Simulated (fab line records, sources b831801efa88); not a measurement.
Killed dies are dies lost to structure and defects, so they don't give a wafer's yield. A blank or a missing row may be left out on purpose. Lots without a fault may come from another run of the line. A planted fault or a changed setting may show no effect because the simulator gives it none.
fab line records | flow sky130
record lots=5 wafers=15 last_day=50
route steps=708 shown SD_P@324 RES_XHIGH@332 SD_N@342 PAD_OPEN@708
lots that met no fault: from a run of the same line without faults
start_h: hours from the record's first day to the start of the lot's first wafer shown | wait_h: hours since the lot's step before | " the same as in the row above | L1.1+2: a row that stands for several wafers | - no value, or no start given | * or withheld: withheld | < > ~ a bound
route shown NAME@n: a module of which the file shows steps, and the number in the route of the first | usual: mean/standard deviation of fault-free wafers | same: alike in all rows | chamber/n: place in a boat | sites: the reading at each site | _std_site: their standard deviation | _edge_site: outer sites' mean less inner sites' | radius_mm: how far each site lies from the wafer's centre | mask NAME#n: copy n | behind: the tool/chamber that last shaped the wafer | hold: why the lot was held/for how many hours/how that ended | device: the transistor (n, p or np) that didn't switch | end of line: the same wafers' tests at the end of the route | a step without rows: its recipe alone | killed: dies lost to structure and defects at the first sort, not the wafer's yield | map: a wafer's dies, x killed, . not, _ none there
set.NAME: the setting as run; set.NAME@STEP: as run at that earlier step | model.NAME: the simulator's own value behind a step, which no gauge read
lots at some steps of the route; a table a step, a row a wafer
services: from which hour (start_h, from the record's first day; less than 0 if before it) a tool's chamber was out of use, for how many hours, and why
## steps
# step SKY_SD_P_EXPOSE_04
# recipe mask_id=PSDM na=0.6 source_shape=conventional sigma_outer=0.6 polarization=unpolarized target_cd_nm=380 dose_mj=138
# step SKY_SD_P_PEB_05
# recipe temp_c=withheld time_s=* resist=NOVOLAK
# step SKY_SD_P_DEVELOP_06
# recipe resist=NOVOLAK developer=TMAH develop_time_s=60 dev_temp_c=23
# step SKY_SD_P_CD_MEAS_07
# recipe target_cd_nm=380
# usual cd_nm=379.8/2.4
# columns lot.wafer tool chamber start_h wait_h cd_nm
L487.2 cd_sem-01 - 670.73 0.1 377.9
L487.3 " - " " 377.4
L487.4 " - " " 380.7
L489.1 cd_sem-02 - 679.15 0.1 383.0
L489.4 " - " " 380.3
L489.5 " - " " 380.7
L490.2 cd_sem-02 - 681.85 0.1 378.3
L490.4 " - " " 380.0
L490.6 " - " " 376.9
L499.1 cd_sem-01 - 755.20 0.1 379.7
L499.4 " - " " 377.5
L499.6 " - " " 382.4
L501.3 cd_sem-01 - 768.32 0.1 380.7
L501.4 " - " " 381.0
L501.5 " - " " 380.8
# step SKY_SD_P_OVL_MEAS_08
# usual SD_P_OVL=0.1/1.5
# columns lot.wafer tool chamber start_h wait_h SD_P_OVL[nm]
L487.2 overlay-01 - 670.84 0.1 1.7
L487.3 " - " " 3.5
L487.4 " - " " 1.4
L489.1 overlay-02 - 679.27 0.1 -0.7
L489.4 " - " " -1.6
L489.5 " - " " -2.3
L490.2 overlay-02 - 681.96 0.1 -2.5
L490.4 " - " " -0.9
L490.6 " - " " -1.0
L499.1 overlay-01 - 755.32 0.1 0.5
L499.4 " - " " 0.0
L499.6 " - " " 1.7
L501.3 overlay-01 - 768.41 0.1 1.4
L501.4 " - " " -1.8
L501.5 " - " " 0.6
# step SKY_SD_P_IMPLANT_09
# recipe species=BF2 energy_kev=20 dose_cm2=3e+15 tilt_deg=0
# step SKY_SD_P_STRIP_10
# recipe chemistry=O2/N2 power_w=1400 pressure_mtorr=1500 platen_temp_c=withheld o2_flow_sccm=3000 n2_flow_sccm=300 overash_fraction=0.5
# usual drypump_motor_current_A=6.2/0.39 o2_flow_sccm=2999/8.6 oes_product_au=0.617/0.0039 strip_time_to_endpoint_s=17.49/0.044
# columns lot.wafer tool chamber start_h wait_h drypump_motor_current_A o2_flow_sccm oes_product_au rf_hours_counter_h strip_time_to_endpoint_s
L487.2 plasma_asher-04 1 671.02 0.1 6.6 3015 0.613 23 17.48
L487.3 " 0 " " 6.4 3002 0.614 - 17.49
L487.4 " 1 " " 6.6 2997 0.608 - 17.43
L489.1 plasma_asher-03 0 679.46 0.1 6.0 3008 0.613 56 17.56
L489.4 " 0 " " 6.0 3011 0.619 - 17.56
L489.5 " 0 " " 6.1 2999 0.619 - 17.51
L490.2 plasma_asher-04 1 682.14 0.1 6.6 3005 0.621 24 17.48
L490.4 " 1 " " 6.6 3003 0.618 - 17.49
L490.6 " 0 " " 6.3 3015 0.618 - 17.42
L499.1 plasma_asher-03 0 755.51 0.1 6.0 3005 0.620 64 17.46
L499.4 " 0 " " 6.0 3005 0.618 - 17.47
L499.6 " 0 " " 6.0 2995 0.622 - 17.49
L501.3 plasma_asher-01 0 768.62 0.1 6.4 3002 0.621 - 17.52
L501.4 " 1 " " 5.3 3003 0.623 - 17.58
L501.5 " 1 " " 5.4 2999 0.625 - 17.54
# step SKY_SD_P_TW_MEAS_11
# usual SD_P_TW=2831/15
# columns lot.wafer tool chamber start_h wait_h SD_P_TW
L487.2 film_metro-03 - 671.13 0.1 2861
L487.3 " - " " 2852
L487.4 " - " " 2842
L489.1 film_metro-01 - 679.56 0.1 2829
L489.4 " - " " 2840
L489.5 " - " " 2836
L490.2 film_metro-01 - 682.25 0.1 2845
L490.4 " - " " 2844
L490.6 " - " " 2843
L499.1 film_metro-02 - 755.61 0.1 2802
L499.4 " - " " 2804
L499.6 " - " " 2811
L501.3 film_metro-02 - 768.71 0.1 2810
L501.4 " - " " 2815
L501.5 " - " " 2823
# step SKY_RES_XHIGH_DEHYDRATE_00
# recipe temp_c=200 time_s=60
# step SKY_RES_XHIGH_HMDS_01
# recipe prime_time_s=60 prime_temp_c=120
# step SKY_RES_XHIGH_COAT_02
# recipe resist=NOVOLAK spin_rpm=3000 resist_thk_nm=1140
# step SKY_RES_XHIGH_SOFTBAKE_03
# recipe temp_c=90 time_s=60 resist=NOVOLAK
# step SKY_RES_XHIGH_EXPOSE_04
# recipe mask_id=URPM na=0.6 source_shape=conventional sigma_outer=0.6 polarization=unpolarized target_cd_nm=1270 dose_mj=140
# usual stage_vel_mm_s=500.02/0.26
# columns lot.wafer tool chamber start_h wait_h mask stage_vel_mm_s
L487.2 iline_stepper-02 0 685.29 - URPM#0 500.26
L487.3 " 0 " " URPM#0 499.68
L487.4 " 0 " " URPM#0 499.93
L489.1 iline_stepper-02 0 692.62 - URPM#0 500.40
L489.4 " 0 " " URPM#0 500.63
L489.5 " 0 " " URPM#0 500.04
L490.2 iline_stepper-02 0 695.75 - LDNTM#0 500.55
L490.4 " 0 " " LDNTM#0 500.13
L490.6 " 0 " " LDNTM#0 500.09
L499.1 iline_stepper-01 0 768.71 - URPM#0 499.97
L499.4 " 0 " " URPM#0 500.36
L499.6 " 0 " " URPM#0 500.00
L501.3 iline_stepper-02 0 782.64 - URPM#0 499.95
L501.4 " 0 " " URPM#0 499.80
L501.5 " 0 " " URPM#0 499.73
# step SKY_RES_XHIGH_PEB_05
# recipe temp_c=withheld time_s=* resist=NOVOLAK
# step SKY_RES_XHIGH_DEVELOP_06
# recipe resist=NOVOLAK developer=TMAH develop_time_s=60 dev_temp_c=23
# step SKY_RES_XHIGH_IMPLANT_07
# recipe species=BF2 energy_kev=19.8 dose_cm2=3.6e+14 tilt_deg=0
# step SKY_RES_XHIGH_STRIP_08
# recipe chemistry=O2/N2 power_w=1400 pressure_mtorr=1500 platen_temp_c=withheld o2_flow_sccm=3000 n2_flow_sccm=300 overash_fraction=0.5
# usual drypump_motor_current_A=5.8/0.58 o2_flow_sccm=3000/9.6 oes_product_au=0.711/0.0045 strip_time_to_endpoint_s=14.28/0.035
# columns lot.wafer tool chamber start_h wait_h drypump_motor_current_A o2_flow_sccm oes_product_au rf_hours_counter_h strip_time_to_endpoint_s
L487.2 plasma_asher-02 1 698.66 0.1 5.6 2988 0.712 91 14.35
L487.3 " 0 " " 5.0 3005 0.709 - 14.34
L487.4 " 1 " " 5.6 3001 0.704 - 14.35
L489.1 plasma_asher-04 0 705.88 0.1 6.4 3014 0.712 26 14.29
L489.4 " 0 " " 6.4 3010 0.711 - 14.26
L489.5 " 1 " " 6.6 2994 0.710 - 14.29
L490.2 plasma_asher-04 1 709.11 0.1 6.6 3011 0.712 26 14.21
L490.4 " 0 " " 6.4 3011 0.709 - 14.25
L490.6 " 0 " " 6.4 3005 0.715 - 14.24
L499.1 plasma_asher-02 1 782.73 0.1 5.5 2996 0.713 99 14.27
L499.4 " 0 " " 5.0 3007 0.703 - 14.32
L499.6 " 0 " " 5.0 2992 0.717 - 14.28
L501.3 plasma_asher-01 1 796.20 0.1 5.4 2995 0.706 - 14.27
L501.4 " 0 " " 6.3 2982 0.714 - 14.31
L501.5 " 0 " " 6.3 2996 0.709 - 14.26
# step SKY_RES_XHIGH_TW_MEAS_09
# usual RES_XHIGH_TW=1639/8.2
# columns lot.wafer tool chamber start_h wait_h RES_XHIGH_TW
L487.2 film_metro-02 - 698.77 0.1 1634
L487.3 " - " " 1633
L487.4 " - " " 1638
L489.1 film_metro-02 - 705.98 0.1 1632
L489.4 " - " " 1636
L489.5 " - " " 1625
L490.2 film_metro-03 - 709.22 0.1 30
L490.4 " - " " 30
L490.6 " - " " 30
L499.1 film_metro-03 - 782.83 0.1 1622
L499.4 " - " " 1628
L499.6 " - " " 1629
L501.3 film_metro-02 - 796.29 0.1 1643
L501.4 " - " " 1643
L501.5 " - " " 1634
# step SKY_SD_N_DEHYDRATE_00
# recipe temp_c=200 time_s=60
# step SKY_PAD_OPEN_PROBE_99
# usual killed_at_M0_to_M3=43/7.2 killed_at_M4_up=3.3/2 killed_at_contacts=25/5.8 killed_at_front_end=15/4.5 killed_at_other=0.3/0.62 killed_dies=86/9.4 killed_on_rim=17/3.7 killed_open=47/7.1 killed_short=39/6
# same gross_dies=492 killed_at_back_side=0
# columns lot.wafer tool chamber start_h wait_h killed_at_M0_to_M3 killed_at_M4_up killed_at_contacts killed_at_front_end killed_at_other killed_dies killed_on_rim killed_open killed_short model.etest.sonos_uncharged.r_on_ohm_um model.etest.tip_sonos.open model.etest.res_xhigh_po.open
L487.2 prober-02 - 1137.75 0.1 28 0 28 14 0 70 11 50 20 807.4 0 0
L487.3 prober-02 - 1137.80 0.2 39 3 33 14 0 89 17 41 46 784.1 0 0
L487.4 prober-02 - 1137.85 0.2 58 0 22 13 0 93 12 52 40 797.7 0 0
L489.1 prober-02 - 1139.39 0.1 35 1 29 20 1 86 9 50 36 800.5 0 0
L489.4 prober-02 - 1139.54 0.2 39 7 21 13 0 80 22 42 38 777.6 0 0
L489.5 prober-02 - 1139.59 0.2 46 5 26 14 0 91 20 50 41 799.8 0 0
L490.2 prober-01 - 1140.12 0.1 44 4 22 13 409 492 96 42 40 869.7 1 1
L490.4 prober-01 - 1140.22 0.2 40 5 21 23 403 492 96 49 41 882.8 1 1
L490.6 prober-01 - 1140.32 0.2 42 4 24 14 408 492 96 49 35 877.2 1 1
L499.1 prober-02 - 1189.89 0.1 62 2 32 14 0 110 23 63 46 794.8 0 0
L499.4 prober-02 - 1190.04 0.2 48 6 32 10 2 98 15 55 42 811.1 0 0
L499.6 prober-02 - 1190.14 0.2 53 4 28 18 0 103 15 65 38 820.8 0 0
L501.3 prober-02 - 1195.63 0.2 49 1 20 17 0 87 19 50 36 806.6 0 0
L501.4 prober-02 - 1195.68 0.2 39 4 30 10 0 83 16 44 39 796.5 0 0
L501.5 prober-02 - 1195.73 0.2 31 2 20 24 0 77 20 38 39 803.6 0 0
# killed by level:class
L487.2 CONTACT:geometric_particle:open=12 LI_CONTACT:geometric_particle:open=9 VIA1:geometric_particle:open=7 VIA2:geometric_particle:open=6 FIELD_ISO:geometric_particle:open=5 VIA3:geometric_particle:open=5 FIELD_ISO:geometric_particle:short=3 LOCAL_INTERCONNECT:geometric_particle:short=3
L487.3 CONTACT:geometric_particle:open=11 METAL1:geometric_particle:short=10 LI_CONTACT:geometric_particle:open=7 POLY_GATE:geometric_particle:short=6 LOCAL_INTERCONNECT:geometric_particle:short=6 VIA1:geometric_particle:open=6 CONTACT:geometric_particle:short=5 VIA1:geometric_particle:short=5
L487.4 VIA1:geometric_particle:open=17 CONTACT:geometric_particle:open=9 METAL1:geometric_particle:short=9 VIA2:geometric_particle:open=8 METAL2:geometric_particle:short=6 POLY_GATE:geometric_particle:open=5 LI_CONTACT:geometric_particle:open=5 VIA2:geometric_particle:short=5
L489.1 VIA1:geometric_particle:open=10 LI_CONTACT:geometric_particle:open=8 VIA3:geometric_particle:open=8 LOCAL_INTERCONNECT:geometric_particle:short=7 FIELD_ISO:geometric_particle:short=6 VIA3:geometric_particle:short=6 CONTACT:geometric_particle:open=5 CONTACT:geometric_particle:short=5
L489.4 CONTACT:geometric_particle:open=9 VIA1:geometric_particle:open=8 METAL2:geometric_particle:short=7 VIA1:geometric_particle:short=6 VIA2:geometric_particle:open=6 METAL4:geometric_particle:short=6 FIELD_ISO:geometric_particle:short=5 LI_CONTACT:geometric_particle:open=5
L489.5 CONTACT:geometric_particle:open=10 VIA1:geometric_particle:open=9 VIA2:geometric_particle:open=7 VIA3:geometric_particle:open=7 VIA1:geometric_particle:short=6 POLY_GATE:geometric_particle:open=5 CONTACT:geometric_particle:short=5 METAL4:geometric_particle:short=5
L490.2 RES_XHIGH:area_expose=409 VIA1:geometric_particle:open=9 VIA3:geometric_particle:open=9 LI_CONTACT:geometric_particle:open=7 VIA1:geometric_particle:short=6 CONTACT:geometric_particle:open=5 POLY_GATE:geometric_particle:short=4 LOCAL_INTERCONNECT:geometric_particle:short=4
L490.4 RES_XHIGH:area_expose=402 VIA1:geometric_particle:open=9 FIELD_ISO:geometric_particle:open=7 LI_CONTACT:geometric_particle:open=7 CONTACT:geometric_particle:open=7 VIA2:geometric_particle:open=7 VIA3:geometric_particle:open=6 FIELD_ISO:geometric_particle:short=5
L490.6 RES_XHIGH:area_expose=408 VIA1:geometric_particle:open=14 CONTACT:geometric_particle:open=11 VIA2:geometric_particle:open=10 FIELD_ISO:geometric_particle:open=5 CONTACT:geometric_particle:short=5 METAL1:geometric_particle:short=5 VIA2:geometric_particle:short=5
L499.1 VIA1:geometric_particle:open=15 VIA3:geometric_particle:open=13 CONTACT:geometric_particle:open=12 METAL1:geometric_particle:short=8 LI_CONTACT:geometric_particle:open=8 VIA1:geometric_particle:short=7 FIELD_ISO:geometric_particle:short=6 LOCAL_INTERCONNECT:geometric_particle:short=5
L499.4 VIA1:geometric_particle:open=15 LI_CONTACT:geometric_particle:open=10 CONTACT:geometric_particle:open=8 VIA1:geometric_particle:short=8 CONTACT:geometric_particle:short=5 VIA3:geometric_particle:open=5 VIA2:geometric_particle:open=5 METAL4:geometric_particle:short=5
L499.6 VIA1:geometric_particle:open=18 CONTACT:geometric_particle:open=10 VIA3:geometric_particle:open=10 VIA2:geometric_particle:open=8 CONTACT:geometric_particle:short=7 POLY_GATE:geometric_particle:short=6 FIELD_ISO:geometric_particle:open=5 POLY_GATE:geometric_particle:open=4
L501.3 VIA1:geometric_particle:open=14 LI_CONTACT:geometric_particle:open=8 METAL1:geometric_particle:short=8 VIA3:geometric_particle:open=7 FIELD_ISO:geometric_particle:open=6 VIA2:geometric_particle:open=5 CONTACT:geometric_particle:open=4 VIA1:geometric_particle:short=4
L501.4 LI_CONTACT:geometric_particle:open=10 VIA1:geometric_particle:open=10 CONTACT:geometric_particle:open=9 VIA1:geometric_particle:short=7 VIA2:geometric_particle:open=6 LOCAL_INTERCONNECT:geometric_particle:short=6 METAL2:geometric_particle:short=4 FIELD_ISO:geometric_particle:open=3
L501.5 CONTACT:geometric_particle:open=7 POLY_GATE:geometric_particle:short=6 CONTACT:geometric_particle:short=5 VIA1:geometric_particle:open=5 VIA3:geometric_particle:open=5 POLY_GATE:geometric_particle:open=4 LI_CONTACT:geometric_particle:open=4 VIA1:geometric_particle:short=4
# map L490.2 (x killed, . not)
__________xxxxxxxxxx_________
________xxxxxxxxxxxxxx_______
______xxxxxxxxxxxxxxxxxx_____
_____xxxxxxxxxxxxxxxxxxxx____
____xxxxxxxxxxxxxxxxxxxxxx___
___xxxxxxxxxxxxxxxxxxxxxxxx__
__xxxxxxxxxxxxxxxxxxxxxxxxxx_
_xxxxxxxxxxxxxxxxxxxxxxxxxxxx
_xxxxxxxxxxxxxxxxxxxxxxxxxxxx
_xxxxxxxxxxxxxxxxxxxxxxxxxxxx
_xxxxxxxxxxxxxxxxxxxxxxxxxxxx
_xxxxxxxxxxxxxxxxxxxxxxxxxxxx
_xxxxxxxxxxxxxxxxxxxxxxxxxxxx
_xxxxxxxxxxxxxxxxxxxxxxxxxxxx
_xxxxxxxxxxxxxxxxxxxxxxxxxxxx
__xxxxxxxxxxxxxxxxxxxxxxxxxx_
___xxxxxxxxxxxxxxxxxxxxxxxx__
____xxxxxxxxxxxxxxxxxxxxxx___
_____xxxxxxxxxxxxxxxxxxxx____
______xxxxxxxxxxxxxxxxxx_____
________xxxxxxxxxxxxxx_______
__________xxxxxxxxxx_________
# map L487.4 (x killed, . not)
__________.x...x...._________
________.............._______
______.x..x...x........._____
_____x...xx....x......x..____
____.....x............x...___
___..x.x.x........x.....x..__
__x..xx.............x.x....._
_....x...x..x..x....xx.......
_......xx....................
_...........x...x.xx.......x.
_.x.x.....x...x.x...x........
_..........x.x......xx.......
_.....x........x...xxxx...x.x
_...........x...x.........x..
_.x.x..x...x.xxxx........x...
__...x........x.....xxx...x._
___........x....x..........__
____x....x....xx...xx....x___
_____..x...xx.x..x.x....x____
______....x.......x....._____
________..xx...x..x..._______
__________.........._________
## services
# columns tool chamber start_h hours kind
iline_stepper-01 - 648.07 1.7 pm
iline_stepper-02 0 659.04 - calibration
iline_stepper-01 - 683.88 5.7 repair
plasma_asher-02 - 691.22 5.7 repair
plasma_asher-04 - 718.23 3.0 repair
iline_stepper-01 0 732.74 - calibration
plasma_asher-01 - 733.75 9.0 pm
plasma_asher-01 0 733.75 9.0 vent_cycle
plasma_asher-01 1 733.75 9.0 vent_cycle
plasma_asher-01 0 742.75 - clean
plasma_asher-01 1 742.75 - clean
plasma_asher-01 - 761.12 1.5 repair
## key
first_sign step=SKY_RES_XHIGH_EXPOSE_04 reading=mask direction=changed
effect step=SKY_RES_XHIGH_TW_MEAS_09 reading=RES_XHIGH_TW direction=down sigmas=99+ usual=1639 struck=30
effect step=SKY_PAD_OPEN_PROBE_99 reading=killed_at_other direction=up sigmas=99+ usual=0.3 struck=406.7
model_effect step=SKY_PAD_OPEN_PROBE_99 value=etest.sonos_uncharged.r_on_ohm_um without=799.1 struck=876.5
more_kills_born_at SKY_RES_XHIGH_EXPOSE_04@iline_stepper-02=1219
met_at SKY_RES_XHIGH_EXPOSE_04
struck_wafers L490.2,L490.4,L490.6
tester_left_out L490
onset_between 692.62 695.75
fault kind=wrong_mask tool=any chamber=- onset_h=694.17 steps=SKY_RES_XHIGH_EXPOSE_04 aux_copy=LDNTM#0 scope=struck_lots_only
# tester_left_out: of these lots the tester's yield and bins aren't shown, on N5 and GAA mostly nor the transistor test; their killed dies are dies lost to structure and defects alone, not to doping, threshold or leakage, so they don't give the yield
